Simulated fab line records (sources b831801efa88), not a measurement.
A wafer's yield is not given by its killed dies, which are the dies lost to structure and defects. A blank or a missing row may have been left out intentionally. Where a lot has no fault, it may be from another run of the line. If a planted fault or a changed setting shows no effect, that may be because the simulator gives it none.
The tool behind it: which one? -- flow sky130 -- 33 wafers from 11 lots sampled at 5 of the route's 708 steps

## WHAT THE GAUGES SHOWED, per wafer
SKY_CONTACT_OVL_MEAS_15.
lot,measured,on,CONTACT_OVL (nm)
L308,day 32 04:34,overlay-02,2 7 3
L309,day 33 08:14,overlay-01,8 5 4
L310,day 33 09:22,overlay-02,13 16 19
L312,day 34 16:16,overlay-01,3 2 2
L317,day 35 14:07,overlay-02,11 6 7
L318,day 35 19:10,overlay-01,2 7 2
L319,day 36 16:08,overlay-02,-4 0 -6
L321,day 36 22:12,overlay-01,0 2 -3
L322,day 37 04:36,overlay-01,4 4 5
L326,day 38 02:16,overlay-01,-1 4 -6
L329,day 38 17:19,overlay-02,13 9 13

SKY_VIA1_BOW_MEAS_03.
lot,measured,on,VIA1_BOW (um)
L308,day 33 11:54,film metro-01,92 90 92
L309,day 34 13:58,film metro-01,75 84 72
L310,day 34 16:41,film metro-02,80 83 88
L312,day 35 21:46,film metro-04,87 100 87
L317,day 36 19:02,film metro-01,75 64 63 - - -
L318,day 37 00:32,film metro-04,80 82 67 - - -
L319,day 37 21:42,film metro-01,73 90 86 - - -
L321,day 38 03:26,film metro-01,87 81 92
L322,day 38 09:37,film metro-01,87 75 83
L326,day 39 06:17,film metro-02,85 73 93
L329,day 39 21:29,film metro-01,87 84 80

## WHAT TOOL EACH LOT RAN ON (gives the tool, then ch and the chambers of the sampled wafers, and finally the start)
lot,SKY_METAL1_SPUTTER_03,SKY_METAL1_DESCUM_17,SKY_VIA1_CMP_02
L308,"pvd sputter-01, day 32 06:38","rie metal-03 ch 0,1, day 33 10:37","cmp-01 ch 0,1,2, day 33 11:34"
L309,"pvd sputter-04, day 33 09:44","rie metal-02 ch 0,1, day 34 12:41","cmp-02 ch 1,2,3, day 34 13:46"
L310,"pvd sputter-04, day 33 10:52","rie metal-01 ch 0,1, day 34 14:34","cmp-02 ch 2,3, day 34 16:23"
L312,"pvd sputter-01, day 34 17:45","rie metal-01 ch 0,1, day 35 20:31","cmp-01 ch 0,2,3, day 35 21:28"
L317,"pvd sputter-01, day 35 15:36","rie metal-03 ch 0, day 36 17:45","cmp-01 ch 0,1,2, day 36 18:47"
L318,"pvd sputter-03, day 35 20:40","rie metal-03 ch 0,1, day 36 23:17","cmp-01 ch 1,2, day 37 00:14"
L319,"pvd sputter-01, day 36 17:41","rie metal-03 ch 0,1, day 37 20:24","cmp-01 ch 1,2,3, day 37 21:29"
L321,"pvd sputter-01, day 36 23:43","rie metal-01 ch 0,1, day 38 02:06","cmp-02 ch 0,2,3, day 38 03:11"
L322,"pvd sputter-03, day 37 06:07","rie metal-02 ch 1, day 38 08:19","cmp-02 ch 2,3, day 38 09:18"
L326,"pvd sputter-03, day 38 03:46","rie metal-01 ch 1, day 39 04:52","cmp-02 ch 0,1,3, day 39 06:05"
L329,"pvd sputter-04, day 38 18:49","rie metal-01 ch 1, day 39 20:11","cmp-02 ch 1,3, day 39 21:11"
- SKY_METAL1_SPUTTER_03: material Ti, target thk 5 nm, time 3.3 s.
- SKY_METAL1_DESCUM_17: chemistry O2, time 8 s.
- SKY_VIA1_CMP_02: polishes SiO2.

## WHAT THE TOOLS THEMSELVES READ (means of the sampled wafers that have a number; where no wafer has one, the mark that the record gives instead)
SKY_METAL1_SPUTTER_03.
lot,tool,throttle valve pct (%)
L308,pvd sputter-01,28.6
L309,pvd sputter-04,30.5
L310,pvd sputter-04,29.9
L312,pvd sputter-01,29.0
L317,pvd sputter-01,29.1
L318,pvd sputter-03,28.9
L319,pvd sputter-01,29.2
L321,pvd sputter-01,30.2
L322,pvd sputter-03,30.5
L326,pvd sputter-03,30.5
L329,pvd sputter-04,30.6

SKY_METAL1_DESCUM_17.
lot,tool,drypump motor current A (A),oes product au (a.u.)
L308,rie metal-03,5.7,0.997
L309,rie metal-02,5.3,1.014
L310,rie metal-01,5.6,0.999
L312,rie metal-01,5.3,1.000
L317,rie metal-03,5.9,1.019
L318,rie metal-03,5.7,0.994
L319,rie metal-03,5.8,1.000
L321,rie metal-01,5.3,1.008
L322,rie metal-02,5.0,1.006
L326,rie metal-01,4.9,0.994
L329,rie metal-01,5.0,0.993

SKY_VIA1_CMP_02.
lot,tool,motor current A (A),retaining ring pressure frac,slurry flow ml min
L308,cmp-01,11.6,0.999,149.9
L309,cmp-02,10.9,1.000,150.1
L310,cmp-02,11.9,1.002,149.9
L312,cmp-01,12.7,1.000,150.0
L317,cmp-01,11.9,0.999,149.8
L318,cmp-01,12.3,0.998,150.7
L319,cmp-01,12.4,0.992,149.6
L321,cmp-02,11.8,1.002,149.9
L322,cmp-02,11.4,1.004,149.8
L326,cmp-02,10.9,0.997,149.9
L329,cmp-02,10.8,1.001,150.4

## THE ANSWER, worked out from the rows above alone
Rule: the usual values come from the lots themselves. The widest of any qualifying gaps counts: lots, ordered by their means at a reading, are off when they make up no more than a third of the lots, leave a main group of 4 or more, and stand apart from it by 3 or more times the standard deviation of that group's means. A main group is skipped when, at the precision printed for the reading in the tables above, its means are all equal. Also off: a lot with no number at a reading for which 4 or more lots have one. The other lots that the step has rows for count as sound. Order of review: gauges by route order, followed by the tools' own readings, for which a lot's mean as printed above is used. At the first step where some lot is off, the reading lying furthest off is the one used; lots without a number count as furthest.
No lot is off on any of the readings shown, so nothing can be concluded from this.

## WHAT THE SIMULATOR HAD INSERTED
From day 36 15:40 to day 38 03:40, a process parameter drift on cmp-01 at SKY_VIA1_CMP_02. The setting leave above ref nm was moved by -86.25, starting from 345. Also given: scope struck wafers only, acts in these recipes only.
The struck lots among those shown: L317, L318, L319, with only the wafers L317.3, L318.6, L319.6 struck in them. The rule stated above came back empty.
